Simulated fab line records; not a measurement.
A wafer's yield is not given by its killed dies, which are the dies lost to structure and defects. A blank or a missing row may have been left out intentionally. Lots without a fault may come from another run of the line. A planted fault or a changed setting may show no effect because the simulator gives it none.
Problem report, 8D (eight disciplines) form, completed by code -- flow gf180mcu -- the parts of the form that need people (team, actions taken, sign-off) are left out

## 1. PROBLEM STATEMENT
At GF_V5_ETCH_16, rf fwd power W averages 694.2 W over 6 wafers from 2 lots, while fault-free wafers read 495.0 W, standard deviation 1.9. That is +99 or more standard deviations from the usual mean.
The step: etches BARC in N2/H2.
The first sign was on wafer L924.2 at day 31 16:28, on rie diel-04. The record has a number at this step for 39 wafers belonging to 13 lots. Rule for "out", or "out of limits": more than 4 standard deviations from the usual mean. Any other wafer with a number is counted as sound.

## 2. WHAT IT IS, WHAT IT ISN'T
question,is,is not
which readings at this step,rf fwd power W,chamber pressure mTorr
which lots,"L924, L926","L910, L911, L913, L914, L915, L916, L918, L927, L928, L931, L933"
which wafers of those lots,all that have a number,-
read on which tools,rie diel-04,"rie diel-01, rie diel-03"
when,from day 31 16:28,"up to then (21 sound wafers); but 12 sound wafers of L927, L928, L931, L933 came after"

## 3. THE SUSPECTS, EACH WITH WHAT RULES IT OUT
Counting: a tool at a process step up to the reading stays a suspect if it ran every lot that is out and no sound lot after the first of them.
- rie diel-04 at GF_V5_ETCH_16 (etches BARC in N2/H2): kept. It ran every lot that is out, first L924 (day 31 16:28), and no sound lot after that. Its own readings are out on those wafers: rf fwd power W.
Left after counting: rie diel-04 at GF_V5_ETCH_16.

## 4. THE CAUSE (what the simulator had put in)
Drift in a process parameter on rie diel-04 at GF_V5_ETCH_16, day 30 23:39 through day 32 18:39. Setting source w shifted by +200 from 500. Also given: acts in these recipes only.
This tool alone remained once counting was done.

## 5. THE EFFECT CHAIN, in route order
Rows list readings where the struck wafers' mean (over those with a number) sits beyond 3 standard deviations from the usual. Only readings whose record carries a usual standard deviation are examined. hours: median over the lots of the time between each lot's start at the first step of this table that gives one and its start at this step. sigmas: the change, counted in usual standard deviations.
hours,step,reading,usual,on struck wafers,change,sigmas
0,GF_V5_ETCH_16,rf fwd power W,495.0 W,694.2,+199.2,+99 or more
It contains these process steps:
- GF_V5_ETCH_16: etches BARC in N2/H2.
At these later measuring or inspecting steps, every struck wafer for which the step has a row has a number for every such reading, and none has moved that far: GF_V5_RS_MEAS_24.

## 6. HOW IT WOULD HAVE BEEN CAUGHT EARLIER
17 hours passed between the start of the fault at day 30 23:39 and the first reading out of limits in this record, taken at day 31 16:28.
